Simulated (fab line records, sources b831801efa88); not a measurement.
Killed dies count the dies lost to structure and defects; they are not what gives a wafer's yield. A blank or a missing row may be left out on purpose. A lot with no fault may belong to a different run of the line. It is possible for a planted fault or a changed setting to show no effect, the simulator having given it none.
Which of the tools did it? || flow gf180mcu || 7 lots with 21 wafers sampled at 3 steps, on a route of 602 steps

== WHAT THE GAUGES READ, wafer by wafer ==
GF_V3_CD_MEAS_14: the cd target is 260 nm.
{"lot": "L667", "measured": "day 22 22:40", "on": "cd-sem-01", "cd-nm (nm)": "262.8 261.8 262.2"}
{"lot": "L669", "measured": "day 23 21:46", "on": "cd-sem-02", "cd-nm (nm)": "260.2 261.1 260.2"}
{"lot": "L671", "measured": "day 24 14:04", "on": "cd-sem-01", "cd-nm (nm)": "259.4 259.1 260.2"}
{"lot": "L673", "measured": "day 25 07:42", "on": "cd-sem-01", "cd-nm (nm)": "258.0 258.3 259.0"}
{"lot": "L676", "measured": "day 26 03:37", "on": "cd-sem-01", "cd-nm (nm)": "259.7 258.5 259.0"}
{"lot": "L684", "measured": "day 28 18:47", "on": "cd-sem-01", "cd-nm (nm)": "259.0 258.2 259.5"}

== EACH LOT AND THE TOOL THAT RAN IT (in order: tool; ch and the chambers of the sampled wafers; start) ==
{"lot": "L667", "GF_VT_IMPLANT_EXPOSE_04": "iline-stepper-01 ch 0, day 5 22:47", "GF_VT_IMPLANT_STRIP_09": "plasma-asher-04 ch 0,1, day 6 05:47"}
{"lot": "L669", "GF_VT_IMPLANT_EXPOSE_04": "iline-stepper-02 ch 0, day 6 08:02", "GF_VT_IMPLANT_STRIP_09": "plasma-asher-04 ch 1, day 6 14:29"}
{"lot": "L671", "GF_VT_IMPLANT_EXPOSE_04": "iline-stepper-02 ch 0, day 6 20:53", "GF_VT_IMPLANT_STRIP_09": "plasma-asher-04 ch 0,1, day 7 04:23"}
{"lot": "L673", "GF_VT_IMPLANT_EXPOSE_04": "iline-stepper-02 ch 0, day 7 08:46", "GF_VT_IMPLANT_STRIP_09": "plasma-asher-04 ch 0,1, day 7 16:41"}
{"lot": "L676", "GF_VT_IMPLANT_EXPOSE_04": "iline-stepper-02 ch 0, day 8 02:49", "GF_VT_IMPLANT_STRIP_09": "plasma-asher-01 ch 0,1, day 8 11:21"}
{"lot": "L684", "GF_VT_IMPLANT_EXPOSE_04": "iline-stepper-02 ch 0, day 10 08:32", "GF_VT_IMPLANT_STRIP_09": "plasma-asher-04 ch 0,1, day 10 17:29"}
{"lot": "L687", "GF_VT_IMPLANT_EXPOSE_04": "iline-stepper-02, day 11 01:39", "GF_VT_IMPLANT_STRIP_09": "plasma-asher-02 ch 0,1, day 11 10:56"}
- GF_VT_IMPLANT_EXPOSE_04: exposes mask LVPWELL LV AREA, target cd 600 nm.
- GF_VT_IMPLANT_STRIP_09: strips in O2/N2.

== THE ANSWER, worked out from the rows above alone ==
Rule: what is usual is taken from the lots themselves. Put in order of their means at a reading, lots are off if they are a third of the lots or fewer, leave a main group of 4 or more, and stand apart from it by a gap of 3 or more times the standard deviation of the main group's means; of several such gaps the widest counts. If all means in a main group match to the digits the tables above print for the reading, that group is not used. A lot without any number at a reading at which 4 lots or more have one is off too. All remaining lots with rows at the step are treated as sound.
No lot is off at any reading shown: from this, nothing can be told.

== WHAT HAD BEEN PUT IN BY THE SIMULATOR ==
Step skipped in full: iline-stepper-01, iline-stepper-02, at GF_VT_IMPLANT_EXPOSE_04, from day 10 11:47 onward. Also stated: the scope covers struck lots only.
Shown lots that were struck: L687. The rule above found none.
